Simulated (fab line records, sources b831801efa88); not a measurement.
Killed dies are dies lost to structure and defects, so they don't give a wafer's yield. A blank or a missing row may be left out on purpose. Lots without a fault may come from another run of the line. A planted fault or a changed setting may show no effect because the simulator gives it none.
One fault seen from 2 desks | flow sky130 | each desk has only its own numbers; what lay behind them comes last

THE TOOL OWNER'S DESK: implanter-02
The tool's own readings at SKY_NWELL_IMPLANT_13: means of the sampled wafers that have a number, for each lot that ran on this tool. A lot is out of limits, marked OUT, if its mean lies more than 4 standard deviations from the usual mean; the brackets give that distance.
Columns: A = dose_ions_cm2 at SKY_NWELL_IMPLANT_13, usual 7e+11; B = faraday_current_uA at SKY_NWELL_IMPLANT_13, usual 3.95
lot  | first seen here | A                       | B
L822 | day 5 14:03     | 7e+11                   | 3.95
L824 | day 5 15:06     | 7e+11                   | 3.96
L833 | day 8 06:04     | 3e+11 (-99 or more) OUT | 1.81 (-29) OUT
L835 | day 8 08:39     | 3e+11 (-99 or more) OUT | 1.78 (-30) OUT
This desk's finding: out of limits on L833, L835; first on L833, day 8 06:04 (dose_ions_cm2 at SKY_NWELL_IMPLANT_13). In limits: L822, L824.

THE METROLOGY DESK
What the gauges read, lot by lot, whatever tool the lot ran on: means of the sampled wafers that have a number. A lot is out of limits, marked OUT, if its mean lies more than 4 standard deviations from the usual mean; the brackets give that distance.
Columns: A = FIELD_ISO_OXIDATION_00_THK at SKY_FIELD_ISO_THK_MEAS_02, usual 11.85 nm; B = FIELD_ISO_CVD_24_THK at SKY_FIELD_ISO_THK_MEAS_25, usual 595 nm; C = NWELL_01_OVL at SKY_NWELL_OVL_MEAS_23, usual 0.2 nm; D = NWELL_RS at SKY_NWELL_RS_MEAS_29, usual 624.9 ohm/sq
lot  | first seen here | A     | B   | C    | D
L822 | day 1 17:17     | 11.82 | 588 | 0.8  | 623.1
L823 | day 2 02:55     | 11.83 | 593 | 0.7  | 625.3
L824 | day 2 02:57     | 12.31 | 599 | -0.4 | 624.8
L825 | day 2 15:29     | 11.78 | 596 | -2.4 | 623.3
L826 | day 2 15:32     | 11.55 | 599 | -0.8 | 625.3
L829 | day 3 09:53     | 11.68 | 590 | 0.2  | 625.6
L833 | day 4 03:49     | 11.72 | 593 | 0.4  | 637.3 (+9.6) OUT
L835 | day 4 15:21     | 12.02 | 596 | 1.7  | 637.4 (+9.6) OUT
L837 | day 5 03:57     | 11.88 | 595 | 2.2  | 625.3
L839 | day 5 13:23     | 11.97 | 591 | 0.7  | 626.2
L841 | day 5 17:58     | 11.90 | 590 | 0.2  | 625.8
L843 | day 6 01:41     | 11.93 | 588 | -0.3 | 626.4
L844 | day 6 06:38     | 11.91 | 599 | -0.5 | 623.2
This desk's finding: out of limits on L833, L835; first on L833, day 9 03:13 (NWELL_RS at SKY_NWELL_RS_MEAS_29). In limits: L822, L823, L824, L825, L826, L829, L837, L839, L841, L843, L844.

PUT TOGETHER
The tool owner's desk could have raised an alarm at day 8 06:04, on L833, L835.
The metrology desk could have raised an alarm at day 9 03:13, on L833, L835.
Of the lots named, all ran SKY_NWELL_IMPLANT_13 on implanter-02.

WHAT THE SIMULATOR HAD PUT IN
Process parameter drift: implanter-02, from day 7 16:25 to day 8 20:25, at SKY_NWELL_IMPLANT_13. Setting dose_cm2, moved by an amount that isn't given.
Lots struck among those shown: L833, L835.
Hours from the fault's start to each desk's first reading out of limits: the tool owner's desk, 14; the metrology desk, 35.
